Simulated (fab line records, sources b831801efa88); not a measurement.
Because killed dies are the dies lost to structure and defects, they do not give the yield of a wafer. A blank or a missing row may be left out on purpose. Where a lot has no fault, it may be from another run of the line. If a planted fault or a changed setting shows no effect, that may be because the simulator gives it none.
Which tool is to blame? + flow gf180mcu + 39 wafers from 13 lots sampled at 5 of the route's 602 steps

== WHAT THE GAUGES SHOWED, per wafer ==
GF_STI_THK_MEAS_22.
| lot  | measured    | on            | STI_OXIDATION_01_THK (nm) |
|------|-------------|---------------|---------------------------|
| L705 | day 2 11:43 | film_metro-03 | 15.11 15.10 15.02         |
| L706 | day 2 19:35 | film_metro-04 | 15.17 15.18 14.77         |
| L709 | day 3 07:35 | film_metro-04 | 14.96 15.24 15.05         |
| L710 | day 3 13:11 | film_metro-04 | 14.65 14.72 14.62         |
| L712 | day 3 21:17 | film_metro-03 | 14.74 14.35 14.55         |
| L713 | day 4 06:44 | film_metro-04 | 14.43 14.74 14.57         |
| L715 | day 4 12:21 | film_metro-03 | 14.86 14.71 14.79         |
| L719 | day 5 08:19 | film_metro-04 | 14.97 14.86 14.83         |
| L721 | day 5 17:38 | film_metro-04 | 15.44 15.24 15.41         |
| L723 | day 6 06:29 | film_metro-03 | 15.44 15.29 15.36         |
| L725 | day 6 15:33 | film_metro-02 | 14.86 14.69 14.69         |
| L726 | day 6 21:07 | film_metro-04 | 14.75 14.62 14.69         |
| L727 | day 7 02:10 | film_metro-02 | 14.83 14.95 14.89         |

GF_VT_IMPLANT_RS_MEAS_49: measurement is done with a four-point probe.
| lot  | measured     | on            | MVPSD_RS (ohm/sq) |
|------|--------------|---------------|-------------------|
| L705 | day 8 03:04  | film_metro-01 | 1176 1174 1174    |
| L706 | day 8 12:26  | film_metro-02 | 1166 1166 1167    |
| L709 | day 9 01:47  | film_metro-01 | 1172 1171 1173    |
| L710 | day 9 08:25  | film_metro-01 | 1174 1170 1173    |
| L712 | day 9 20:52  | film_metro-02 | 1166 1169 1171    |
| L713 | day 10 09:36 | film_metro-02 | 1164 1163 1162    |
| L715 | day 10 18:24 | film_metro-01 | 1171 1167 1169    |
| L719 | day 11 20:18 | film_metro-03 | 1170 1168 1169    |
| L721 | day 12 06:34 | film_metro-02 | 1142 1142 1143    |
| L723 | day 12 21:15 | film_metro-02 | 1145 1143 1148    |
| L725 | day 13 13:50 | film_metro-01 | 1170 1165 1171    |
| L726 | day 13 14:52 | film_metro-02 | 1169 1166 1167    |
| L727 | day 13 22:50 | film_metro-02 | 1170 1164 1171    |

== WHICH TOOL RAN EACH LOT (tool, then ch and the chambers of the sampled wafers, then the start) ==
| lot  | GF_STI_CMP_25                | GF_MVPSD_IMPLANT_08             | GF_VT_IMPLANT_RTA_45             |
|------|------------------------------|---------------------------------|----------------------------------|
| L705 | cmp-02 ch 2,3, day 2 11:53   | implanter-03 ch 0, day 5 11:18  | rtp_anneal-02 ch 0, day 8 02:36  |
| L706 | cmp-01 ch 0,1,2, day 2 19:57 | implanter-01 ch 0, day 5 20:53  | rtp_anneal-01 ch 0, day 8 11:58  |
| L709 | cmp-01 ch 0,2,3, day 3 07:52 | implanter-03 ch 0, day 6 09:36  | rtp_anneal-02 ch 0, day 9 01:20  |
| L710 | cmp-02 ch 0,3, day 3 13:23   | implanter-03 ch 0, day 6 16:08  | rtp_anneal-01 ch 0, day 9 07:58  |
| L712 | cmp-01 ch 0,3, day 3 21:31   | implanter-03 ch 0, day 7 01:54  | rtp_anneal-02 ch 0, day 9 20:24  |
| L713 | cmp-01 ch 1,2, day 4 06:59   | implanter-04 ch 0, day 7 14:05  | rtp_anneal-02 ch 0, day 10 09:08 |
| L715 | cmp-02 ch 0,3, day 4 12:33   | implanter-01 ch 0, day 7 21:33  | rtp_anneal-02 ch 0, day 10 17:56 |
| L719 | cmp-01 ch 0,1,2, day 5 08:34 | implanter-03 ch 0, day 8 20:11  | rtp_anneal-02 ch 0, day 11 19:50 |
| L721 | cmp-01 ch 0,2,3, day 5 17:53 | implanter-01 ch 0, day 9 04:32  | rtp_anneal-02 ch 0, day 12 06:07 |
| L723 | cmp-01 ch 0,3, day 6 06:42   | implanter-01 ch 0, day 9 19:12  | rtp_anneal-02 ch 0, day 12 20:47 |
| L725 | cmp-01 ch 0,2,3, day 6 15:44 | implanter-04 ch 0, day 10 08:29 | rtp_anneal-02 ch 0, day 13 13:22 |
| L726 | cmp-01 ch 0,3, day 6 21:19   | implanter-04 ch 0, day 10 10:02 | rtp_anneal-01 ch 0, day 13 14:25 |
| L727 | cmp-02 ch 2,3, day 7 02:22   | implanter-03 ch 0, day 10 16:42 | rtp_anneal-01 ch 0, day 13 22:22 |
- GF_STI_CMP_25: polishes, stops on Si3N4, t overpolish 33 s, target thk 524.6 nm.
- GF_MVPSD_IMPLANT_08
- GF_VT_IMPLANT_RTA_45: time 30 s.

== WHAT THE TOOLS THEMSELVES READ (means of the sampled wafers that have a number; where no wafer has one, the mark that the record gives instead) ==
GF_STI_CMP_25.
| lot  | tool   | head_pressure_psi (psi) | motor_current_A (A) | overpolish_run_s (s) | platen_rpm (rpm) | slurry_flow_ml_min | time_to_endpoint_s (s) |
|------|--------|-------------------------|---------------------|----------------------|------------------|--------------------|------------------------|
| L705 | cmp-02 | 4.008                   | 11.4                | 33.005               | 60.00            | 149.7              | 127                    |
| L706 | cmp-01 | 4.002                   | 11.9                | 33.001               | 59.99            | 149.7              | 117                    |
| L709 | cmp-01 | 3.992                   | 11.7                | 32.990               | 60.02            | 149.7              | 119                    |
| L710 | cmp-02 | 3.999                   | 10.7                | 32.994               | 60.05            | 150.3              | 121                    |
| L712 | cmp-01 | 4.015                   | 11.8                | 33.003               | 60.01            | 150.0              | 123                    |
| L713 | cmp-01 | 3.994                   | 11.7                | 32.995               | 60.00            | 149.9              | 118                    |
| L715 | cmp-02 | 3.998                   | 11.1                | 33.002               | 60.03            | 149.9              | 124                    |
| L719 | cmp-01 | 3.996                   | 12.1                | 32.999               | 59.97            | 150.3              | 123                    |
| L721 | cmp-01 | 3.997                   | 11.2                | 32.990               | 60.01            | 150.1              | 120                    |
| L723 | cmp-01 | 3.999                   | 11.8                | 33.004               | 59.98            | 150.2              | 124                    |
| L725 | cmp-01 | 3.987                   | 11.3                | 33.003               | 60.00            | 150.2              | 122                    |
| L726 | cmp-01 | 4.008                   | 11.8                | 33.000               | 60.01            | 149.8              | 123                    |
| L727 | cmp-02 | 4.002                   | 12.1                | 33.003               | 60.02            | 149.8              | 127                    |

GF_MVPSD_IMPLANT_08.
| lot  | tool         | beam_energy_keV |
|------|--------------|-----------------|
| L705 | implanter-03 | 170.02          |
| L706 | implanter-01 | 170.05          |
| L709 | implanter-03 | 169.98          |
| L710 | implanter-03 | 170.00          |
| L712 | implanter-03 | 169.97          |
| L713 | implanter-04 | 169.98          |
| L715 | implanter-01 | 169.98          |
| L719 | implanter-03 | 170.01          |
| L721 | implanter-01 | 189.59          |
| L723 | implanter-01 | 189.50          |
| L725 | implanter-04 | 170.01          |
| L726 | implanter-04 | 170.00          |
| L727 | implanter-03 | 169.98          |

GF_VT_IMPLANT_RTA_45.
| lot  | tool          | lamp_power_pct (%) | wafer_temp_C_max |
|------|---------------|--------------------|------------------|
| L705 | rtp_anneal-02 | 33.6               | 1053.3           |
| L706 | rtp_anneal-01 | 31.9               | 1055.4           |
| L709 | rtp_anneal-02 | 33.7               | 1052.7           |
| L710 | rtp_anneal-01 | 31.9               | 1054.3           |
| L712 | rtp_anneal-02 | 33.7               | 1053.0           |
| L713 | rtp_anneal-02 | 33.7               | 1052.7           |
| L715 | rtp_anneal-02 | 33.7               | 1052.6           |
| L719 | rtp_anneal-02 | 33.6               | 1053.8           |
| L721 | rtp_anneal-02 | 33.7               | 1053.9           |
| L723 | rtp_anneal-02 | 33.6               | 1053.1           |
| L725 | rtp_anneal-02 | 33.6               | 1053.1           |
| L726 | rtp_anneal-01 | 31.9               | 1055.3           |
| L727 | rtp_anneal-01 | 31.8               | 1054.9           |

== THE ANSWER, worked out from the rows above alone ==
Rule: usual is defined by the lots themselves. The widest of any qualifying gaps counts: lots, ordered by their means at a reading, are off when they make up no more than a third of the lots, leave a main group of 4 or more, and stand apart from it by 3 or more times the standard deviation of that group's means. A main group is skipped when, at the precision printed for the reading in the tables above, its means are all equal. A lot without any number at a reading at which 4 lots or more have one is off too. Where the step has rows for the other lots, those lots are counted as sound. Order of review: gauges by route order, followed by the tools' own readings, for which a lot's mean as printed above is used. At the first step where some lot is off, the reading lying furthest off is the one used; lots without a number count as furthest.
Off: L721, L723, seen at GF_VT_IMPLANT_RS_MEAS_49 (MVPSD_RS). The main group: mean 1169 ohm/sq, standard deviation 3.
A tool fits if, at a process step before that reading, it ran every lot that is off, and no sound lot after the first of them. The gauges at GF_VT_IMPLANT_RS_MEAS_49 aren't tried: what is off there is off at GF_MVPSD_IMPLANT_08 too, on other tools, and a gauge's error can't cause that. One fits: implanter-01 at GF_MVPSD_IMPLANT_08. A fault onset in the window from L715 (day 7 21:33, its last sound lot) to L721 (day 9 04:32, its first lot off) fits.
The tool's own readings at GF_MVPSD_IMPLANT_08 bear it out: on the lots that are off they differ by more than 5 times the standard deviation of the sound lots' means. beam_energy_keV reads 189.55 there against 170.00 on the sound lots.

== WHAT THE SIMULATOR HAD INSERTED ==
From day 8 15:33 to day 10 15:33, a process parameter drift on implanter-01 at GF_MVPSD_IMPLANT_08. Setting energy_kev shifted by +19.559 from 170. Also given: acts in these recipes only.
Struck lots among those shown: L721, L723. The rule above reached the same finding.
